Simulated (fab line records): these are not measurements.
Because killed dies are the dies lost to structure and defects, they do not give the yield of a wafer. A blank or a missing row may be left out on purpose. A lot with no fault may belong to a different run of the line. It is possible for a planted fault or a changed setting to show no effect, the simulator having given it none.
Which tool is to blame?	flow gf180mcu	route of 602 steps, sampled at 1 step: 10 lots, 30 wafers

== WHAT EACH GAUGE READ, for each wafer ==
GF_V4_BOW_MEAS_05.
lot	measured	on	V4_BOW (um)
L946	day 24 02:49	film_metro-01	138 133 141
L947	day 24 07:02	film_metro-01	141 135 130
L948	day 24 21:32	film_metro-03	137 130 131
L949	day 25 07:59	film_metro-04	134 127 127
L952	day 26 09:05	film_metro-03	139 145 131
L957	day 27 22:44	film_metro-04	140 150 147
L961	day 29 02:01	film_metro-04	134 149 146
L962	day 29 10:04	film_metro-03	145 154 141
L963	day 29 14:53	film_metro-04	146 140 138
L966	day 30 04:33	film_metro-03	137 145 136

== EACH LOT AND THE TOOL THAT RAN IT (in order: tool; ch and the chambers of the sampled wafers; start) ==
Before these readings, the record contains no process step.

== THE ANSWER, worked out from the rows above alone ==
Rule: the lots themselves supply what counts as usual. The widest of any qualifying gaps counts: lots, ordered by their means at a reading, are off when they make up no more than a third of the lots, leave a main group of 4 or more, and stand apart from it by 3 or more times the standard deviation of that group's means. The tables above print the reading to a certain number of digits; a main group whose means all agree to those digits is not used. A lot without any number at a reading at which 4 lots or more have one is off too. All remaining lots with rows at the step are treated as sound.
No lot is off at any reading shown: from this, nothing can be told.

== WHAT THE SIMULATOR HAD INSERTED ==
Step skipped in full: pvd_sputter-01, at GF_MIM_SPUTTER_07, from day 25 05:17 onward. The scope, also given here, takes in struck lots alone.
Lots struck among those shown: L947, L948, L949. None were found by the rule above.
